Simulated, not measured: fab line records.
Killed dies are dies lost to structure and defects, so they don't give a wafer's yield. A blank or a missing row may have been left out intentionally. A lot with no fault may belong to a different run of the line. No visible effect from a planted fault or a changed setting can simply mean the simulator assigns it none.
Chamber matching	flow sky130	4 sister chambers for SKY_POLY_GATE_ETCH_17 on rieSi-02
The step etches poly-Si in HBr/Cl2, stops on SiO2, target depth 180 nm, time 70.5 s. 14 wafers are shown with their chamber, then 7 later ones without.

== WAFERS WITH THEIR CHAMBER ==
wafer	chamber	drypumpMotorCurrentA (A)	oesProductAu (a.u.)	throttleValvePct (%)
L750.2	3	5.7	0.984	33.683
L750.3	2	5.9	0.980	33.681
L750.4	1	5.2	0.986	33.683
L752.2	2	5.8	0.984	33.681
L752.3	3	5.8	0.989	33.697
L752.5	1	5.2	0.990	33.684
L754.2	1	5.2	0.990	33.692
L754.4	3	5.7	0.994	33.680
L754.5	2	5.8	0.975	33.686
L753.2	2	5.9	0.977	33.693
L753.3	0	6.2	0.987	33.675
L753.5	3	5.8	1.008	33.670
L764.2	1	5.2	1.009	33.672
L764.5	1	5.2	1.003	33.677

SIGNATURES (averages over the wafers above)
reading	chamber 0	chamber 1	chamber 2	chamber 3	scatter within a chamber
drypumpMotorCurrentA	6.200	5.200	5.850	5.750	0.0447
oesProductAu	0.98700	0.99560	0.97900	0.99375	0.00869
throttleValvePct	33.67500	33.68160	33.68525	33.68250	0.00836
Rule: distance of a wafer from a chamber = root of the sum over the readings of ((wafer's reading minus chamber's mean) / reading's scatter) squared. If the next closest chamber is less than 2 further off than the closest, the wafer can't be placed; otherwise it belongs to the closest. The scatter: take each reading less its chamber's mean, square it, sum over the shown wafers, divide by the number of wafers less the number of chambers, and take the root.

== WAFERS WHOSE CHAMBER IS MISSING ==
wafer	drypumpMotorCurrentA (A)	oesProductAu (a.u.)	throttleValvePct (%)
L764.6	6.2	0.971	33.674
L769.2	5.2	0.997	33.686
L769.3	5.7	0.978	33.690
L769.5	5.2	0.993	33.687
L770.1	5.7	0.991	33.669
L770.3	5.8	0.984	33.683
L770.5	5.8	0.985	33.697

== THE CHAMBER EACH PASSED THROUGH ==
wafer	from the rows above	in truth
L764.6	0	0
L769.2	1	1
L769.3	can't be placed: 3 or 2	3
L769.5	1	1
L770.1	3	3
L770.3	can't be placed: 2 or 3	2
L770.5	can't be placed: 2 or 3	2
Placed correctly: 4 of 7. Unplaceable from these rows: 3, with the true chamber sitting among the candidates in 3. 0 placed wrongly.
